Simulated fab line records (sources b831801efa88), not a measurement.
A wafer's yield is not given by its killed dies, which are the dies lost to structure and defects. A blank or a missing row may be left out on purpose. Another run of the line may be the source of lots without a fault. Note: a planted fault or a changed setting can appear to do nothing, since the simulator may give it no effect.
What tool caused it? / flow gf180mcu / Sampling: 24 lots, 72 wafers, 6 of 602 route steps

== WHAT EACH GAUGE READ, for each wafer ==
GF_SAB_OVL_MEAS_10.
lot=L074; measured=day 14 08:20; on=overlay-01; SAB_OVL (nm)=-0.9 -0.3 -0.4
lot=L075; measured=day 14 13:52; on=overlay-01; SAB_OVL (nm)=-0.5 -0.3 0.1
lot=L076; measured=day 15 08:04; on=overlay-02; SAB_OVL (nm)=-1.3 1.4 1.9
lot=L077; measured=day 15 09:18; on=overlay-02; SAB_OVL (nm)=1.4 -1.2 2.2
lot=L078; measured=day 15 15:55; on=overlay-02; SAB_OVL (nm)=-0.4 1.0 -1.1
lot=L079; measured=day 15 23:40; on=overlay-02; SAB_OVL (nm)=0.1 0.7 0.6
lot=L080; measured=day 18 16:30; on=overlay-02; SAB_OVL (nm)=-0.9 -3.3 -0.2
lot=L081; measured=day 18 20:58; on=overlay-02; SAB_OVL (nm)=-0.2 0.6 -0.9
lot=L082; measured=day 18 23:39; on=overlay-02; SAB_OVL (nm)=-0.6 -1.1 1.3
lot=L084; measured=day 18 23:49; on=overlay-01; SAB_OVL (nm)=-0.5 0.0 1.4
lot=L083; measured=day 19 04:01; on=overlay-02; SAB_OVL (nm)=0.5 -0.3 1.3
lot=L085; measured=day 19 06:02; on=overlay-01; SAB_OVL (nm)=-2.4 -0.9 -0.9
lot=L086; measured=day 19 07:00; on=overlay-01; SAB_OVL (nm)=1.0 -0.2 -0.3
lot=L087; measured=day 19 21:37; on=overlay-01; SAB_OVL (nm)=2.2 0.4 1.5
lot=L088; measured=day 20 19:37; on=overlay-01; SAB_OVL (nm)=0.2 -0.1 0.5
lot=L089; measured=day 20 21:28; on=overlay-01; SAB_OVL (nm)=0.0 1.3 0.5
lot=L090; measured=day 21 04:05; on=overlay-02; SAB_OVL (nm)=-0.2 -0.8 -0.3
lot=L091; measured=day 21 16:22; on=overlay-01; SAB_OVL (nm)=1.7 2.4 2.6
lot=L092; measured=day 22 03:44; on=overlay-01; SAB_OVL (nm)=-0.1 -1.2 0.4
lot=L094; measured=day 22 20:38; on=overlay-02; SAB_OVL (nm)=-1.4 -1.9 -0.7
lot=L093; measured=day 22 21:46; on=overlay-01; SAB_OVL (nm)=-1.8 -2.8 -3.5
lot=L095; measured=day 23 05:34; on=overlay-02; SAB_OVL (nm)=0.5 1.7 0.5
lot=L097; measured=day 23 18:37; on=overlay-02; SAB_OVL (nm)=-0.9 0.9 0.3
lot=L096; measured=day 23 19:09; on=overlay-02; SAB_OVL (nm)=3.0 1.4 1.6

GF_CONTACT_BOW_MEAS_05.
lot=L074; measured=day 14 09:47; on=film metro-04; CONTACT_BOW (um)=73 63 72
lot=L075; measured=day 14 15:19; on=film metro-03; CONTACT_BOW (um)=75 54 76
lot=L076; measured=day 15 09:31; on=film metro-03; CONTACT_BOW (um)=60 61 67
lot=L077; measured=day 15 10:48; on=film metro-02; CONTACT_BOW (um)=53 77 68
lot=L078; measured=day 15 17:25; on=film metro-03; CONTACT_BOW (um)=65 69 73
lot=L079; measured=day 16 01:08; on=film metro-04; CONTACT_BOW (um)=54 69 71
lot=L080; measured=day 18 17:59; on=film metro-03; CONTACT_BOW (um)=69 67 61
lot=L081; measured=day 18 22:25; on=film metro-04; CONTACT_BOW (um)=61 73 75
lot=L082; measured=day 19 01:08; on=film metro-03; CONTACT_BOW (um)=65 72 68
lot=L084; measured=day 19 01:17; on=film metro-02; CONTACT_BOW (um)=51 68 65
lot=L083; measured=day 19 05:29; on=film metro-03; CONTACT_BOW (um)=71 67 66
lot=L085; measured=day 19 07:34; on=film metro-03; CONTACT_BOW (um)=65 57 70
lot=L086; measured=day 19 08:28; on=film metro-04; CONTACT_BOW (um)=63 57 66
lot=L087; measured=day 19 23:04; on=film metro-04; CONTACT_BOW (um)=67 72 69
lot=L088; measured=day 20 21:05; on=film metro-03; CONTACT_BOW (um)=65 60 60
lot=L089; measured=day 20 22:55; on=film metro-02; CONTACT_BOW (um)=58 65 68
lot=L090; measured=day 21 05:34; on=film metro-03; CONTACT_BOW (um)=75 82 79
lot=L091; measured=day 21 17:50; on=film metro-02; CONTACT_BOW (um)=65 63 63
lot=L092; measured=day 22 05:11; on=film metro-04; CONTACT_BOW (um)=71 58 76
lot=L094; measured=day 22 22:13; on=film metro-03; CONTACT_BOW (um)=61 63 65
lot=L093; measured=day 22 23:19; on=film metro-04; CONTACT_BOW (um)=68 67 54
lot=L095; measured=day 23 07:05; on=film metro-04; CONTACT_BOW (um)=74 67 74
lot=L097; measured=day 23 20:04; on=film metro-03; CONTACT_BOW (um)=61 56 66
lot=L096; measured=day 23 20:35; on=film metro-04; CONTACT_BOW (um)=74 75 58

GF_M2_OVL_MEAS_15.
lot=L074; measured=day 18 07:20; on=overlay-02; M2_OVL (nm)=-3 -7 -2
lot=L075; measured=day 18 12:38; on=overlay-02; M2_OVL (nm)=2 -4 6
lot=L076; measured=day 19 11:04; on=overlay-01; M2_OVL (nm)=1 -2 -16
lot=L077; measured=day 19 12:10; on=overlay-02; M2_OVL (nm)=-11 -2 -6
lot=L078; measured=day 19 19:03; on=overlay-02; M2_OVL (nm)=-3 -7 -12
lot=L079; measured=day 20 05:34; on=overlay-01; M2_OVL (nm)=-1 3 7
lot=L080; measured=day 22 23:27; on=overlay-02; M2_OVL (nm)=-5 -11 -2
lot=L081; measured=day 23 03:06; on=overlay-01; M2_OVL (nm)=-2 0 -6
lot=L082; measured=day 23 04:52; on=overlay-02; M2_OVL (nm)=-3 2 -4
lot=L084; measured=day 23 06:13; on=overlay-02; M2_OVL (nm)=4 1 6
lot=L083; measured=day 23 08:54; on=overlay-01; M2_OVL (nm)=-13 -14 -7
lot=L085; measured=day 23 11:10; on=overlay-02; M2_OVL (nm)=7 -8 -7
lot=L086; measured=day 23 12:12; on=overlay-01; M2_OVL (nm)=5 2 2
lot=L087; measured=day 24 01:06; on=overlay-01; M2_OVL (nm)=-5 6 0
lot=L088; measured=day 24 21:00; on=overlay-01; M2_OVL (nm)=-1 -5 -1
lot=L089; measured=day 24 23:32; on=overlay-01; M2_OVL (nm)=-11 4 -14
lot=L090; measured=day 25 04:15; on=overlay-01; M2_OVL (nm)=0 4 11
lot=L091; measured=day 25 15:29; on=overlay-02; M2_OVL (nm)=-4 4 10
lot=L092; measured=day 26 01:57; on=overlay-02; M2_OVL (nm)=-5 -4 -1
lot=L094; measured=day 26 15:46; on=overlay-01; M2_OVL (nm)=0 2 10
lot=L093; measured=day 26 16:40; on=overlay-02; M2_OVL (nm)=2 -2 5
lot=L095; measured=day 27 00:17; on=overlay-01; M2_OVL (nm)=-9 -5 2
lot=L097; measured=day 27 11:14; on=overlay-02; M2_OVL (nm)=1 -4 -2
lot=L096; measured=day 27 12:19; on=overlay-01; M2_OVL (nm)=10 10 1

== EACH LOT AND THE TOOL THAT RAN IT (in order: tool; ch and the chambers of the sampled wafers; start) ==
lot=L074; GF_M1_METAL_ETCH_16=rie metal-02 ch 0,1, day 16 05:59; GF_V1_CMP_04=cmp-02 ch 1,2,3, day 16 06:59; GF_V1_SPUTTER_21=pvd sputter-04, day 17 06:36
lot=L075; GF_M1_METAL_ETCH_16=rie metal-04 ch 1, day 16 10:59; GF_V1_CMP_04=cmp-01 ch 0,1,2, day 16 12:01; GF_V1_SPUTTER_21=pvd sputter-04, day 17 11:52
lot=L076; GF_M1_METAL_ETCH_16=rie metal-02 ch 0,1, day 17 07:19; GF_V1_CMP_04=cmp-01 ch 0,3, day 17 08:13; GF_V1_SPUTTER_21=pvd sputter-03, day 18 09:48
lot=L077; GF_M1_METAL_ETCH_16=rie metal-02 ch 0,1, day 17 09:35; GF_V1_CMP_04=cmp-01 ch 0,1,2, day 17 10:38; GF_V1_SPUTTER_21=pvd sputter-03, day 18 11:29
lot=L078; GF_M1_METAL_ETCH_16=rie metal-01 ch 1, day 17 15:38; GF_V1_CMP_04=cmp-01 ch 0,1,2, day 17 16:45; GF_V1_SPUTTER_21=pvd sputter-03, day 18 17:21
lot=L079; GF_M1_METAL_ETCH_16=rie metal-01 ch 1, day 18 01:08; GF_V1_CMP_04=cmp-01 ch 1,2,3, day 18 02:14; GF_V1_SPUTTER_21=pvd sputter-04, day 19 03:59
lot=L080; GF_M1_METAL_ETCH_16=rie metal-04 ch 0,1, day 20 21:21; GF_V1_CMP_04=cmp-02 ch 1,2, day 20 22:16; GF_V1_SPUTTER_21=pvd sputter-02, day 21 23:12
lot=L081; GF_M1_METAL_ETCH_16=rie metal-02 ch 0,1, day 21 00:41; GF_V1_CMP_04=cmp-01 ch 0,1,3, day 21 01:38; GF_V1_SPUTTER_21=pvd sputter-02, day 22 03:08
lot=L082; GF_M1_METAL_ETCH_16=rie metal-04 ch 0,1, day 21 02:59; GF_V1_CMP_04=cmp-01 ch 1,2, day 21 03:52; GF_V1_SPUTTER_21=pvd sputter-04, day 22 05:32
lot=L084; GF_M1_METAL_ETCH_16=rie metal-01 ch 0,1, day 21 04:02; GF_V1_CMP_04=cmp-02 ch 0,1,2, day 21 05:01; GF_V1_SPUTTER_21=pvd sputter-03, day 22 06:32
lot=L083; GF_M1_METAL_ETCH_16=rie metal-04 ch 0, day 21 06:41; GF_V1_CMP_04=cmp-02 ch 0,1,3, day 21 07:50; GF_V1_SPUTTER_21=pvd sputter-03, day 22 09:15
lot=L085; GF_M1_METAL_ETCH_16=rie metal-01 ch 0,1, day 21 09:38; GF_V1_CMP_04=cmp-02 ch 0,2, day 21 10:40; GF_V1_SPUTTER_21=pvd sputter-04, day 22 11:32
lot=L086; GF_M1_METAL_ETCH_16=rie metal-02 ch 0, day 21 10:56; GF_V1_CMP_04=cmp-01 ch 0,1, day 21 11:56; GF_V1_SPUTTER_21=pvd sputter-02, day 22 12:55
lot=L087; GF_M1_METAL_ETCH_16=rie metal-02 ch 1, day 22 00:30; GF_V1_CMP_04=cmp-02 ch 1,3, day 22 01:34; GF_V1_SPUTTER_21=pvd sputter-04, day 23 01:54
lot=L088; GF_M1_METAL_ETCH_16=rie metal-04 ch 0,1, day 22 22:32; GF_V1_CMP_04=cmp-01 ch 2,3, day 22 23:34; GF_V1_SPUTTER_21=pvd sputter-02, day 23 22:06
lot=L089; GF_M1_METAL_ETCH_16=rie metal-02 ch 1, day 23 00:13; GF_V1_CMP_04=cmp-01 ch 1,2,3, day 23 01:35; GF_V1_SPUTTER_21=pvd sputter-03, day 24 00:54
lot=L090; GF_M1_METAL_ETCH_16=rie metal-01 ch 0,1, day 23 05:50; GF_V1_CMP_04=cmp-01 ch 0,2,3, day 23 06:49; GF_V1_SPUTTER_21=pvd sputter-03, day 24 06:11
lot=L091; GF_M1_METAL_ETCH_16=rie metal-01 ch 0,1, day 23 17:41; GF_V1_CMP_04=cmp-02 ch 0,1,3, day 23 18:42; GF_V1_SPUTTER_21=pvd sputter-04, day 24 17:43
lot=L092; GF_M1_METAL_ETCH_16=rie metal-02 ch 0,1, day 24 03:56; GF_V1_CMP_04=cmp-01 ch 0,1,3, day 24 04:55; GF_V1_SPUTTER_21=pvd sputter-04, day 25 03:41
lot=L094; GF_M1_METAL_ETCH_16=rie metal-04 ch 1, day 24 19:48; GF_V1_CMP_04=cmp-01 ch 1,2,3, day 24 20:56; GF_V1_SPUTTER_21=pvd sputter-04, day 25 18:24
lot=L093; GF_M1_METAL_ETCH_16=rie metal-02 ch 0,1, day 24 20:43; GF_V1_CMP_04=cmp-01 ch 0,1,3, day 24 21:49; GF_V1_SPUTTER_21=pvd sputter-04, day 25 20:05
lot=L095; GF_M1_METAL_ETCH_16=rie metal-01 ch 0,1, day 25 04:33; GF_V1_CMP_04=cmp-02 ch 1,2,3, day 25 05:31; GF_V1_SPUTTER_21=pvd sputter-04, day 26 03:32
lot=L097; GF_M1_METAL_ETCH_16=rie metal-04 ch 1, day 25 15:44; GF_V1_CMP_04=cmp-02 ch 0,2, day 25 16:44; GF_V1_SPUTTER_21=pvd sputter-03, day 26 13:58
lot=L096; GF_M1_METAL_ETCH_16=rie metal-01 ch 0,1, day 25 16:31; GF_V1_CMP_04=cmp-02 ch 1,2,3, day 25 17:32; GF_V1_SPUTTER_21=pvd sputter-04, day 26 15:05
- GF_M1_METAL_ETCH_16: etches the open film in Cl2/BCl3, stops on SiO2, target depth 627.5 nm, time 104.6 s.
- GF_V1_CMP_04: polishes SiO2.
- GF_V1_SPUTTER_21: material Ti, target thk 15 nm, time 80.02 s.

== AS READ BY THE TOOLS THEMSELVES (means over the sampled wafers that have a number; for cases with no such wafer, the mark the record gives instead) ==
GF_M1_METAL_ETCH_16.
lot=L074; tool=rie metal-02; chamber pressure mTorr (mTorr)=7.995; drypump motor current A (A)=6.4; oes product au (a.u.)=0.980; throttle valve pct (%)=28.251
lot=L075; tool=rie metal-04; chamber pressure mTorr (mTorr)=7.999; drypump motor current A (A)=5.3; oes product au (a.u.)=0.977; throttle valve pct (%)=28.244
lot=L076; tool=rie metal-02; chamber pressure mTorr (mTorr)=8.003; drypump motor current A (A)=6.3; oes product au (a.u.)=0.975; throttle valve pct (%)=28.244
lot=L077; tool=rie metal-02; chamber pressure mTorr (mTorr)=7.999; drypump motor current A (A)=6.4; oes product au (a.u.)=0.974; throttle valve pct (%)=28.242
lot=L078; tool=rie metal-01; chamber pressure mTorr (mTorr)=8.004; drypump motor current A (A)=5.0; oes product au (a.u.)=0.971; throttle valve pct (%)=28.250
lot=L079; tool=rie metal-01; chamber pressure mTorr (mTorr)=8.007; drypump motor current A (A)=5.0; oes product au (a.u.)=0.978; throttle valve pct (%)=28.253
lot=L080; tool=rie metal-04; chamber pressure mTorr (mTorr)=7.998; drypump motor current A (A)=5.4; oes product au (a.u.)=0.960; throttle valve pct (%)=28.265
lot=L081; tool=rie metal-02; chamber pressure mTorr (mTorr)=7.996; drypump motor current A (A)=6.4; oes product au (a.u.)=0.983; throttle valve pct (%)=28.244
lot=L082; tool=rie metal-04; chamber pressure mTorr (mTorr)=7.992; drypump motor current A (A)=5.3; oes product au (a.u.)=0.971; throttle valve pct (%)=28.261
lot=L084; tool=rie metal-01; chamber pressure mTorr (mTorr)=8.001; drypump motor current A (A)=5.4; oes product au (a.u.)=0.968; throttle valve pct (%)=28.249
lot=L083; tool=rie metal-04; chamber pressure mTorr (mTorr)=8.005; drypump motor current A (A)=5.5; oes product au (a.u.)=0.977; throttle valve pct (%)=28.241
lot=L085; tool=rie metal-01; chamber pressure mTorr (mTorr)=7.993; drypump motor current A (A)=5.9; oes product au (a.u.)=0.967; throttle valve pct (%)=28.259
lot=L086; tool=rie metal-02; chamber pressure mTorr (mTorr)=7.998; drypump motor current A (A)=6.4; oes product au (a.u.)=0.972; throttle valve pct (%)=28.246
lot=L087; tool=rie metal-02; chamber pressure mTorr (mTorr)=8.001; drypump motor current A (A)=6.4; oes product au (a.u.)=0.972; throttle valve pct (%)=28.253
lot=L088; tool=rie metal-04; chamber pressure mTorr (mTorr)=8.005; drypump motor current A (A)=5.4; oes product au (a.u.)=0.970; throttle valve pct (%)=28.254
lot=L089; tool=rie metal-02; chamber pressure mTorr (mTorr)=8.004; drypump motor current A (A)=6.4; oes product au (a.u.)=0.964; throttle valve pct (%)=28.257
lot=L090; tool=rie metal-01; chamber pressure mTorr (mTorr)=8.009; drypump motor current A (A)=5.4; oes product au (a.u.)=0.975; throttle valve pct (%)=28.258
lot=L091; tool=rie metal-01; chamber pressure mTorr (mTorr)=7.998; drypump motor current A (A)=5.8; oes product au (a.u.)=0.968; throttle valve pct (%)=28.248
lot=L092; tool=rie metal-02; chamber pressure mTorr (mTorr)=7.995; drypump motor current A (A)=6.4; oes product au (a.u.)=0.971; throttle valve pct (%)=28.257
lot=L094; tool=rie metal-04; chamber pressure mTorr (mTorr)=7.998; drypump motor current A (A)=5.3; oes product au (a.u.)=0.982; throttle valve pct (%)=28.251
lot=L093; tool=rie metal-02; chamber pressure mTorr (mTorr)=7.996; drypump motor current A (A)=6.3; oes product au (a.u.)=0.975; throttle valve pct (%)=28.248
lot=L095; tool=rie metal-01; chamber pressure mTorr (mTorr)=7.998; drypump motor current A (A)=5.8; oes product au (a.u.)=0.973; throttle valve pct (%)=28.247
lot=L097; tool=rie metal-04; chamber pressure mTorr (mTorr)=8.005; drypump motor current A (A)=5.3; oes product au (a.u.)=0.978; throttle valve pct (%)=28.252
lot=L096; tool=rie metal-01; chamber pressure mTorr (mTorr)=8.003; drypump motor current A (A)=5.8; oes product au (a.u.)=0.976; throttle valve pct (%)=28.247

GF_V1_CMP_04.
lot=L074; tool=cmp-02; motor current A (A)=11.6; platen rpm (rpm)=59.99; time to endpoint s (s)=73
lot=L075; tool=cmp-01; motor current A (A)=11.6; platen rpm (rpm)=59.98; time to endpoint s (s)=77
lot=L076; tool=cmp-01; motor current A (A)=12.4; platen rpm (rpm)=59.97; time to endpoint s (s)=90
lot=L077; tool=cmp-01; motor current A (A)=11.9; platen rpm (rpm)=60.01; time to endpoint s (s)=82
lot=L078; tool=cmp-01; motor current A (A)=11.7; platen rpm (rpm)=60.02; time to endpoint s (s)=81
lot=L079; tool=cmp-01; motor current A (A)=11.4; platen rpm (rpm)=59.93; time to endpoint s (s)=75
lot=L080; tool=cmp-02; motor current A (A)=11.8; platen rpm (rpm)=60.03; time to endpoint s (s)=76
lot=L081; tool=cmp-01; motor current A (A)=12.2; platen rpm (rpm)=60.03; time to endpoint s (s)=80
lot=L082; tool=cmp-01; motor current A (A)=10.9; platen rpm (rpm)=60.02; time to endpoint s (s)=75
lot=L084; tool=cmp-02; motor current A (A)=12.7; platen rpm (rpm)=60.02; time to endpoint s (s)=77
lot=L083; tool=cmp-02; motor current A (A)=12.5; platen rpm (rpm)=60.01; time to endpoint s (s)=78
lot=L085; tool=cmp-02; motor current A (A)=13.5; platen rpm (rpm)=60.05; time to endpoint s (s)=77
lot=L086; tool=cmp-01; motor current A (A)=12.3; platen rpm (rpm)=59.97; time to endpoint s (s)=76
lot=L087; tool=cmp-02; motor current A (A)=12.4; platen rpm (rpm)=60.03; time to endpoint s (s)=82
lot=L088; tool=cmp-01; motor current A (A)=11.1; platen rpm (rpm)=60.01; time to endpoint s (s)=78
lot=L089; tool=cmp-01; motor current A (A)=11.2; platen rpm (rpm)=59.99; time to endpoint s (s)=78
lot=L090; tool=cmp-01; motor current A (A)=10.9; platen rpm (rpm)=59.98; time to endpoint s (s)=75
lot=L091; tool=cmp-02; motor current A (A)=12.4; platen rpm (rpm)=59.98; time to endpoint s (s)=83
lot=L092; tool=cmp-01; motor current A (A)=11.8; platen rpm (rpm)=59.98; time to endpoint s (s)=79
lot=L094; tool=cmp-01; motor current A (A)=10.7; platen rpm (rpm)=59.98; time to endpoint s (s)=72
lot=L093; tool=cmp-01; motor current A (A)=11.8; platen rpm (rpm)=60.03; time to endpoint s (s)=79
lot=L095; tool=cmp-02; motor current A (A)=11.8; platen rpm (rpm)=59.99; time to endpoint s (s)=77
lot=L097; tool=cmp-02; motor current A (A)=12.3; platen rpm (rpm)=59.93; time to endpoint s (s)=71
lot=L096; tool=cmp-02; motor current A (A)=12.2; platen rpm (rpm)=59.99; time to endpoint s (s)=77

GF_V1_SPUTTER_21.
lot=L074; tool=pvd sputter-04; cathode dc power W (W)=2500.5; throttle valve pct (%)=30.4
lot=L075; tool=pvd sputter-04; cathode dc power W (W)=2500.3; throttle valve pct (%)=30.2
lot=L076; tool=pvd sputter-03; cathode dc power W (W)=2500.6; throttle valve pct (%)=29.6
lot=L077; tool=pvd sputter-03; cathode dc power W (W)=2500.5; throttle valve pct (%)=30.0
lot=L078; tool=pvd sputter-03; cathode dc power W (W)=2500.2; throttle valve pct (%)=30.0
lot=L079; tool=pvd sputter-04; cathode dc power W (W)=2500.0; throttle valve pct (%)=31.0
lot=L080; tool=pvd sputter-02; cathode dc power W (W)=2500.1; throttle valve pct (%)=29.4
lot=L081; tool=pvd sputter-02; cathode dc power W (W)=2500.0; throttle valve pct (%)=29.4
lot=L082; tool=pvd sputter-04; cathode dc power W (W)=2500.1; throttle valve pct (%)=30.4
lot=L084; tool=pvd sputter-03; cathode dc power W (W)=2500.2; throttle valve pct (%)=30.3
lot=L083; tool=pvd sputter-03; cathode dc power W (W)=2500.1; throttle valve pct (%)=30.2
lot=L085; tool=pvd sputter-04; cathode dc power W (W)=2500.6; throttle valve pct (%)=30.1
lot=L086; tool=pvd sputter-02; cathode dc power W (W)=2500.3; throttle valve pct (%)=29.9
lot=L087; tool=pvd sputter-04; cathode dc power W (W)=2500.3; throttle valve pct (%)=30.6
lot=L088; tool=pvd sputter-02; cathode dc power W (W)=2499.9; throttle valve pct (%)=29.8
lot=L089; tool=pvd sputter-03; cathode dc power W (W)=2499.9; throttle valve pct (%)=30.2
lot=L090; tool=pvd sputter-03; cathode dc power W (W)=2499.9; throttle valve pct (%)=30.3
lot=L091; tool=pvd sputter-04; cathode dc power W (W)=2500.0; throttle valve pct (%)=30.1
lot=L092; tool=pvd sputter-04; cathode dc power W (W)=2499.8; throttle valve pct (%)=30.3
lot=L094; tool=pvd sputter-04; cathode dc power W (W)=2499.9; throttle valve pct (%)=30.2
lot=L093; tool=pvd sputter-04; cathode dc power W (W)=2500.2; throttle valve pct (%)=30.8
lot=L095; tool=pvd sputter-04; cathode dc power W (W)=2499.8; throttle valve pct (%)=30.5
lot=L097; tool=pvd sputter-03; cathode dc power W (W)=2500.1; throttle valve pct (%)=30.4
lot=L096; tool=pvd sputter-04; cathode dc power W (W)=2499.7; throttle valve pct (%)=30.7

== THE ANSWER, worked out from the rows above alone ==
Rule: the usual values come from the lots themselves. The widest of any qualifying gaps counts: lots, ordered by their means at a reading, are off when they make up no more than a third of the lots, leave a main group of 4 or more, and stand apart from it by 3 or more times the standard deviation of that group's means. A main group whose means are all the same, to the digits that the tables above print for the reading, isn't used. A lot without any number at a reading at which 4 lots or more have one is off too. Any other lot the step has rows for is counted as sound. Order of review: gauges by route order, followed by the tools' own readings, for which a lot's mean as printed above is used. At the first step where some lot is off, the reading lying furthest off is the one used; lots without a number count as furthest.
Across all readings shown, no lot is off: no conclusion can be drawn from this.

== WHAT THE SIMULATOR HAD INSERTED ==
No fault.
